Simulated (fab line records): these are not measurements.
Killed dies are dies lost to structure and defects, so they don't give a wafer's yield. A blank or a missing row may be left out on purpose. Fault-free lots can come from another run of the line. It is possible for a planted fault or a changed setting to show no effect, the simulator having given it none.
What tool caused it? :: flow sky130 :: 33 wafers from 11 lots sampled at 4 of the route's 708 steps

== WHAT THE GAUGES SHOWED, per wafer ==
SKY_VT_ADJUST_HVTR_TW_MEAS_11.
lot: L185
measured: day 9 05:07
on: film metro-03
VT_ADJUST_HVTR_TW: 207.7 208.7 209.8

lot: L187
measured: day 10 08:03
on: film metro-01
VT_ADJUST_HVTR_TW: 216.3 216.0 215.2

lot: L186
measured: day 10 08:46
on: film metro-01
VT_ADJUST_HVTR_TW: 214.7 215.5 215.1

lot: L189
measured: day 10 14:50
on: film metro-02
VT_ADJUST_HVTR_TW: 213.7 213.3 213.1

lot: L188
measured: day 10 16:27
on: film metro-01
VT_ADJUST_HVTR_TW: 214.8 215.4 215.0

lot: L193
measured: day 11 18:24
on: film metro-02
VT_ADJUST_HVTR_TW: 212.8 212.0 213.0

lot: L194
measured: day 12 05:52
on: film metro-02
VT_ADJUST_HVTR_TW: 213.0 212.5 212.4

lot: L198
measured: day 13 04:47
on: film metro-03
VT_ADJUST_HVTR_TW: 209.7 210.1 208.3

lot: L207
measured: day 16 06:48
on: film metro-03
VT_ADJUST_HVTR_TW: 207.1 207.7 208.5

lot: L206
measured: day 16 07:06
on: film metro-01
VT_ADJUST_HVTR_TW: 215.0 214.6 214.9

lot: L208
measured: day 16 22:58
on: film metro-02
VT_ADJUST_HVTR_TW: 214.0 213.7 214.1

SKY_SONOS_ONO_THK_MEAS_05.
lot: L185
measured: day 11 08:47
on: film metro-04
SONOS_ONO_CVD_04_THK (nm): 5.82 5.79 5.80

lot: L187
measured: day 12 09:39
on: film metro-04
SONOS_ONO_CVD_04_THK (nm): 5.71 5.55 5.55

lot: L186
measured: day 12 12:30
on: film metro-01
SONOS_ONO_CVD_04_THK (nm): 5.86 5.75 5.68

lot: L189
measured: day 12 17:49
on: film metro-01
SONOS_ONO_CVD_04_THK (nm): 5.59 5.54 5.55

lot: L188
measured: day 12 21:28
on: film metro-01
SONOS_ONO_CVD_04_THK (nm): 5.57 5.70 5.62

lot: L193
measured: day 14 01:11
on: film metro-04
SONOS_ONO_CVD_04_THK (nm): 5.81 5.85 5.75

lot: L194
measured: day 14 12:21
on: film metro-01
SONOS_ONO_CVD_04_THK (nm): 5.70 5.68 5.63

lot: L198
measured: day 15 15:59
on: film metro-01
SONOS_ONO_CVD_04_THK (nm): 5.80 5.77 5.79

lot: L207
measured: day 18 23:05
on: film metro-03
SONOS_ONO_CVD_04_THK (nm): 5.71 5.77 5.76

lot: L206
measured: day 19 00:20
on: film metro-04
SONOS_ONO_CVD_04_THK (nm): 5.60 5.64 5.64

lot: L208
measured: day 19 17:23
on: film metro-03
SONOS_ONO_CVD_04_THK (nm): 5.65 5.65 5.67

SKY_POLY_GATE_THK_MEAS_01.
lot: L185
measured: day 13 15:52
on: film metro-04
POLY_GATE_CVD_00_THK (nm): 180.1 180.0 179.7

lot: L187
measured: day 14 17:56
on: film metro-02
POLY_GATE_CVD_00_THK (nm): 180.0 180.3 179.6

lot: L186
measured: day 14 23:23
on: film metro-03
POLY_GATE_CVD_00_THK (nm): 178.9 178.9 178.9

lot: L189
measured: day 15 05:24
on: film metro-04
POLY_GATE_CVD_00_THK (nm): 179.4 179.5 179.6

lot: L188
measured: day 15 11:28
on: film metro-04
POLY_GATE_CVD_00_THK (nm): 179.8 179.9 180.8

lot: L193
measured: day 16 14:40
on: film metro-02
POLY_GATE_CVD_00_THK (nm): 180.9 178.5 180.9

lot: L194
measured: day 17 01:55
on: film metro-02
POLY_GATE_CVD_00_THK (nm): 178.6 180.1 178.7

lot: L198
measured: day 18 06:32
on: film metro-03
POLY_GATE_CVD_00_THK (nm): 162.4 162.3 160.6

lot: L207
measured: day 21 16:56
on: film metro-03
POLY_GATE_CVD_00_THK (nm): 183.0 181.7 180.8

lot: L206
measured: day 21 19:29
on: film metro-03
POLY_GATE_CVD_00_THK (nm): 180.1 180.6 179.0

lot: L208
measured: day 22 11:47
on: film metro-03
POLY_GATE_CVD_00_THK (nm): 179.7 180.3 178.9

== WHAT TOOL EACH LOT RAN ON (gives the tool, then ch and the chambers of the sampled wafers, and finally the start) ==
lot: L185
SKY_POLY_GATE_CVD_00: lpcvd-01 ch 0, day 13 14:40

lot: L187
SKY_POLY_GATE_CVD_00: lpcvd-01 ch 1, day 14 16:44

lot: L186
SKY_POLY_GATE_CVD_00: lpcvd-01 ch 1, day 14 22:10

lot: L189
SKY_POLY_GATE_CVD_00: lpcvd-01 ch 0, day 15 04:12

lot: L188
SKY_POLY_GATE_CVD_00: lpcvd-01 ch 1, day 15 10:16

lot: L193
SKY_POLY_GATE_CVD_00: lpcvd-01 ch 0, day 16 13:28

lot: L194
SKY_POLY_GATE_CVD_00: lpcvd-01 ch 1, day 17 00:42

lot: L198
SKY_POLY_GATE_CVD_00: lpcvd-01 ch 0, day 18 05:20

lot: L207
SKY_POLY_GATE_CVD_00: lpcvd-01 ch 0, day 21 15:44

lot: L206
SKY_POLY_GATE_CVD_00: lpcvd-01 ch 1, day 21 18:17

lot: L208
SKY_POLY_GATE_CVD_00: lpcvd-01 ch 0, day 22 10:35
- SKY_POLY_GATE_CVD_00: deposits poly-Si, target thk 180 nm, time 720 s.

== WHAT THE TOOLS THEMSELVES READ (means of the sampled wafers that have a number; where no wafer has one, the mark that the record gives instead) ==
SKY_POLY_GATE_CVD_00.
lot: L185
tool: lpcvd-01
pressure mtorr (mTorr): 200.0

lot: L187
tool: lpcvd-01
pressure mtorr (mTorr): 200.0

lot: L186
tool: lpcvd-01
pressure mtorr (mTorr): 200.3

lot: L189
tool: lpcvd-01
pressure mtorr (mTorr): 199.6

lot: L188
tool: lpcvd-01
pressure mtorr (mTorr): 199.8

lot: L193
tool: lpcvd-01
pressure mtorr (mTorr): 199.9

lot: L194
tool: lpcvd-01
pressure mtorr (mTorr): 199.6

lot: L198
tool: lpcvd-01
pressure mtorr (mTorr): 160.1

lot: L207
tool: lpcvd-01
pressure mtorr (mTorr): 200.0

lot: L206
tool: lpcvd-01
pressure mtorr (mTorr): 199.8

lot: L208
tool: lpcvd-01
pressure mtorr (mTorr): 199.8

== THE ANSWER, worked out from the rows above alone ==
Rule: what is usual is taken from the lots themselves. Put in order of their means at a reading, lots are off if they are a third of the lots or fewer, leave a main group of 4 or more, and stand apart from it by a gap of 3 or more times the standard deviation of the main group's means; of several such gaps the widest counts. If all means in a main group match to the digits the tables above print for the reading, that group is not used. A lot without any number at a reading at which 4 lots or more have one is off too. Any other lot the step has rows for is counted as sound. First the gauges in route order, then the tools' own readings, where a lot's mean is used as printed above. The first step at which some lot is off is used, and at that step the reading that is off furthest; a lot without a number counts as furthest.
Off: L198, seen at SKY_POLY_GATE_THK_MEAS_01 (POLY_GATE_CVD_00_THK). The main group has a mean of 179.9 nm with a standard deviation of 0.75.
A tool fits if, at a process step before that reading, it ran every lot that is off, and no sound lot after the first of them. The gauges at SKY_POLY_GATE_THK_MEAS_01 aren't tried: what is off there is off at SKY_POLY_GATE_CVD_00 too, on other tools, and a gauge's error can't cause that. Of those tried, none fits.

== WHAT HAD BEEN PUT IN BY THE SIMULATOR ==
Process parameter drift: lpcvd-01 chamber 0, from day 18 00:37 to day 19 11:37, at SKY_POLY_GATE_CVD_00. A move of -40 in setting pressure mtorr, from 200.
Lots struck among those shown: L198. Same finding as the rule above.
